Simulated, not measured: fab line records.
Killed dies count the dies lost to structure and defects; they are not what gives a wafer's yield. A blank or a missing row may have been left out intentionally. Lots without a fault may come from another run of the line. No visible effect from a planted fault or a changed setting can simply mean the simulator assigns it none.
A struck lot beside a sound one / flow sfq_line / 14 steps out of a route of 325
Sound: wafers L472.4, L472.5, L472.6. Struck: wafers L480.1, L480.2, L480.3. The cause is given at the end.
Order at every step that has rows: each side's tool, ch and its chambers, its first start. Under that, the readings that differ: sound wafers / struck wafers / difference of the means / sigmas: that difference in standard deviations of wafers without a fault.
alike: readings with means less than 2 such deviations apart, plus words and numbers identical on both sides. not compared: withheld readings, readings lacking a value on some wafer, bounds such as >300 that could conceal the same value, and numbers that have no deviation in the record and whose values overlap.
The two part at a step that has a row with sigmas, a row that says differs or no value, or rows on one side only. Numbers that have no deviation but don't overlap get no sigmas and don't part them. A reading missing from all wafers of one side parts the sides only when that side holds two or more wafers.

SFQ_TRILAYER_M4_ETCH_METAL_ETCH_096: etches Nb in Cl2/Ar, stops on SiO2, target depth 240 nm, time 120 s.
  sound on rie_metal-01 ch 1, day 49 22:07; struck on rie_metal-02 ch 0,1, day 54 08:16
reading=rf_fwd_power_W (W); sound=594.2 593.4 594.9; struck=601.1 598.8 597.6; difference=+5.0; sigmas=+2
  alike: bias_w, drypump_motor_current_A, he_backside_leak_sccm, oes_product_au
  not compared: rf_hours_counter_h
SFQ_TRILAYER_M4_STRIP_STRIP_097: strips in O2.
  sound on rie_metal-01 ch 1, day 49 22:50; struck on rie_metal-02 ch 0,1, day 54 08:23
  alike: drypump_motor_current_A, he_backside_leak_sccm, oes_product_au
  not compared: rf_hours_counter_h
then, 1 step without rows for these wafers: SFQ_TRILAYER_M4_STRIP_SOLV_CLEAN_098 (cleans in NMP, time 600 s).
SFQ_TRILAYER_I4_DEP_PECVD_099: deposits SiO2 from SiH4/N2O, time 111.11 s, target thk 500 nm.
  sound on pecvd-02 ch 0,1,2, day 49 23:39; struck on pecvd-01 ch 0,1,2, day 54 09:10
  alike: heater_power_w, rf_fwd_power_W, throttle_valve_pct
SFQ_TRILAYER_I4_CMP_CMP_100: polishes SiO2.
  sound on cmp-02 ch 0,1, day 50 17:27; struck on cmp-01 ch 0,2,3, day 55 23:58
  alike: motor_current_A, time_to_endpoint_s
SFQ_I4_BOW_MEAS_927:
  struck on film_metro-04, day 56 02:28; sound on film_metro-04, day 50 20:31
  alike: I4_BOW
SFQ_TRILAYER_I4_METRO_MEASURE_101:
  struck on film_metro-04, day 56 02:35; sound on film_metro-04, day 50 21:10
  alike: thk_nm
then, 5 steps without rows for these wafers: SFQ_TRILAYER_I4_VIA_LITHO_COAT_108 (resist thk 62 nm); SFQ_TRILAYER_I4_VIA_LITHO_COAT_103 (resist thk 650 nm); SFQ_TRILAYER_I4_VIA_LITHO_SOFTBAKE_107; SFQ_TRILAYER_I4_VIA_LITHO_EXPOSE_104 (exposes mask I4, target cd 700 nm); SFQ_TRILAYER_I4_VIA_LITHO_PEB_106 (peb time 60 s).
SFQ_TRILAYER_I4_VIA_LITHO_DEVELOP_105: time 60 s.
  sound on litho_track-01 ch 0, day 53 22:29; struck on litho_track-04, day 56 05:53
  no value came back on the struck wafers for chill_plate_temp_C (C), exhaust_pa (Pa); on the sound wafers chill_plate_temp_C (C) reads 22.85 22.89 22.99
reading=model.KrF_of_TRILAYER_I4_VIA_LITHO_COAT_103.thk_nm (nm); sound=627 626.8 625.9; struck=651.4 651.3 653; difference=+25.3; sigmas=
SFQ_I4_OVL_MEAS_928:
  struck on overlay-01, day 56 06:02; sound on overlay-01, day 53 22:35
reading=I4_OVL (nm); sound=6 1 2; struck=- - -; difference=no value on the struck wafers; sigmas=

WHERE THEY PART
Last at SFQ_I4_OVL_MEAS_928 as far as this record goes, first at SFQ_TRILAYER_M4_ETCH_METAL_ETCH_096.

WHY: what the simulator had put in
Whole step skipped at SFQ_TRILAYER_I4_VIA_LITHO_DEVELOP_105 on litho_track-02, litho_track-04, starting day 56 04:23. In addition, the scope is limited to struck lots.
